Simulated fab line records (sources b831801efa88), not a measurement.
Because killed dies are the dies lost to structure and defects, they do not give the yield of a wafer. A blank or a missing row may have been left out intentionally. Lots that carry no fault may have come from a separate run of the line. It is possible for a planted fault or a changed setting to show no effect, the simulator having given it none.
Struck lot and sound lot, side by side ; flow gf180mcu ; 23 steps out of a route of 602
Sound: wafers L137.2, L137.4, L137.6. Struck: wafer L144.3. (L144.2 of the same lot was not struck and is left out.) The cause comes at the end.
Order at every step that has rows: each side's tool, ch and its chambers, its first start. Under that, the readings that differ: sound wafers ; struck wafers ; difference of the means ; sigmas: that difference in standard deviations of wafers without a fault.
alike: a reading whose means differ by less than 2 such deviations, as well as words and numbers matching on both sides. not compared: withheld readings; readings where some wafer has no value; bounds like >300 that might hide an equal value; numbers whose values overlap and for which the record gives no deviation.
The two part at a step that has a row with sigmas, a row that says differs or no value, or rows on one side only. Numbers that don't overlap but have no deviation are shown without sigmas and don't part them. Lack of a reading on every wafer of one side parts them only where that side has two or more wafers.

first, 5 steps without rows for these wafers: GF_LVPWELL_COAT_02 (resist thk 3000 nm); GF_LVPWELL_SOFTBAKE_03; GF_LVPWELL_EXPOSE_04 (exposes mask LVPWELL, target cd 600 nm); GF_LVPWELL_PEB_05; GF_LVPWELL_DEVELOP_06 (develop time 60 s).
GF_LVPWELL_OVL_MEAS_07:
  sound on overlay-01, day 5 17:40; struck on overlay-01, day 7 07:35
reading;sound;struck;difference;sigmas
LVPWELL_OVL (nm);1.9 3.1 2.3;-0.9;-3.3;-3
then, 2 steps without rows for these wafers: GF_LVPWELL_IMPLANT_08; GF_LVPWELL_IMPLANT_09.
GF_LVPWELL_STRIP_10: strips in O2/N2.
  sound on plasma asher-01 ch 0,1, day 5 18:00; struck on plasma asher-03 ch 1, day 7 07:55
  alike: chamber pressure mTorr, drypump motor current A, heater power w, oes product au, strip time to endpoint s
  not compared: rf hours counter h
GF_LVPWELL_TW_MEAS_11:
  sound on film metro-01, day 5 18:07; struck on film metro-04, day 7 08:02
  alike: LVPWELL_TW
then, 2 steps without rows for these wafers: GF_MVSD_DEHYDRATE_00 (time 60 s); GF_MVSD_HMDS_01 (prime time 60 s).
GF_MVSD_COAT_02: resist thk 3000 nm.
  sound on litho track-02 ch 0, day 6 01:19; struck on litho track-04 ch 0, day 7 15:15
reading;sound;struck;difference;sigmas
model.coat_of_MVSD_COAT_02.thk nm (nm);3019 3012 3015;2231;-784;
  alike: exhaust pa, resist line temp C
then, 3 steps without rows for these wafers: GF_MVSD_SOFTBAKE_03; GF_MVSD_EXPOSE_04 (exposes mask MVSD, target cd 1000 nm); GF_MVSD_PEB_05.
GF_MVSD_DEVELOP_06: develop time 60 s.
  sound: litho track-03 ch 0; struck: litho track-03 ch 0
reading;sound;struck;difference;sigmas
model.coat_of_MVSD_COAT_02.thk nm (nm);3018 3011 3014;2230;-784;
  alike: exhaust pa, resist line temp C
GF_MVSD_OVL_MEAS_07:
  sound on overlay-01, day 6 07:55; struck on overlay-01, day 7 23:28
reading;sound;struck;difference;sigmas
MVSD_OVL (nm);-0.2 -1.2 -1.2;-4.3;-3.4;-2
then, 2 steps without rows for these wafers: GF_MVSD_IMPLANT_08; GF_MVSD_IMPLANT_09.
GF_MVSD_STRIP_10: strips in O2/N2.
  sound on plasma asher-01 ch 0,1, day 6 08:15; struck on plasma asher-04 ch 0, day 7 23:48
reading;sound;struck;difference;sigmas
oes product au (a.u.);0.729 0.717 0.719;0.713;-0.009;-2
strip time to endpoint s (s);37.16 37.12 37.12;28.11;-9.02;-90
  alike: chamber pressure mTorr, drypump motor current A, heater power w
  not compared: rf hours counter h
GF_MVSD_TW_MEAS_11:
  sound on film metro-01, day 6 08:22; struck on film metro-04, day 7 23:55
  alike: MVSD_TW
next, for these wafers, 1 step has no rows: GF_PASSIVATION_PROBE_99.

== WHERE THEY PART ==
At GF_LVPWELL_OVL_MEAS_07 first; at GF_MVSD_STRIP_10 last (within this record only). Later steps at which nothing parts them and some readings are alike: GF_MVSD_TW_MEAS_11.

WHY: whatever the simulator had introduced
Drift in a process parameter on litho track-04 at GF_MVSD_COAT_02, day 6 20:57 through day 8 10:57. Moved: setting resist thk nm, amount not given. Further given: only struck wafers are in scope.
